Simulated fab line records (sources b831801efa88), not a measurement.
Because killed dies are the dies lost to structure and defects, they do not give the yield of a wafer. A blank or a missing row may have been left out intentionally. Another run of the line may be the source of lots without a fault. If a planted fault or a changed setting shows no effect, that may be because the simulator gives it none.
Chamber matching -- flow gf180mcu -- rieDiel-03 running GF_PASSIVATION_ETCH_11: 4 sister chambers
The step etches the open film in CF4/O2, stops on TiN, target depth 1800 nm, time 400 s. 16 wafers are shown with their chamber, then 8 later ones without.

EACH WAFER AND ITS CHAMBER
wafer,chamber,drypumpMotorCurrentA (A),cf4FlowSccm (sccm),oesProductAu (a.u.)
L074.2,2,6.4,80.01,0.959
L074.3,0,6.6,79.97,0.946
L074.6,0,6.6,79.93,0.966
L077.1,2,6.5,79.54,0.956
L077.3,1,5.8,80.12,0.972
L077.5,1,5.8,79.75,0.973
L084.2,2,6.4,80.07,0.969
L084.3,0,6.6,79.80,0.965
L084.4,3,5.8,80.01,0.968
L086.1,2,6.4,79.58,0.967
L086.3,3,5.8,80.25,0.952
L086.6,2,6.4,79.67,0.973
L087.1,3,5.8,80.38,0.964
L087.2,1,5.8,79.79,0.970
L087.6,3,5.8,80.13,0.969
L089.3,1,5.8,80.09,0.955

SIGNATURES, as means of the wafers listed above
reading,chamber 0,chamber 1,chamber 2,chamber 3,scatter within a chamber
drypumpMotorCurrentA,6.600,5.800,6.420,5.800,0.0258
cf4FlowSccm,79.9000,79.9375,79.7740,80.1925,0.194
oesProductAu,0.95900,0.96750,0.96480,0.96325,0.00842
Rule: a wafer lies at a distance from a chamber equal to the root of the sum of squares, over the readings, of (its reading less the chamber's mean, divided by the reading's scatter). The wafer belongs to the nearest chamber; if the next one is less than 2 further off, it can't be placed. How the scatter is found: for the shown wafers, subtract from each reading the mean of its chamber, square and add these, divide the total by (wafers less chambers), then take the root.

WAFERS WITH NO CHAMBER GIVEN
wafer,drypumpMotorCurrentA (A),cf4FlowSccm (sccm),oesProductAu (a.u.)
L089.4,5.7,79.94,0.973
L089.6,5.8,79.91,0.957
L090.2,6.6,79.90,0.965
L090.3,6.4,79.96,0.958
L090.4,5.8,80.23,0.981
L094.2,6.5,79.84,0.957
L094.3,6.7,79.67,0.963
L094.6,5.8,80.42,0.961

WHICH CHAMBER EACH WENT THROUGH
wafer,from the rows above,in truth
L089.4,can't be placed: 1 or 3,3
L089.6,can't be placed: 1 or 3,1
L090.2,0,0
L090.3,2,2
L090.4,can't be placed: 3 or 1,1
L094.2,can't be placed: 2 or 0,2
L094.3,0,0
L094.6,can't be placed: 3 or 1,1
Correctly placed: 3 of 8. Not placeable from these rows: 5 (in 5, the candidates include the true chamber). Number placed wrongly: 0.
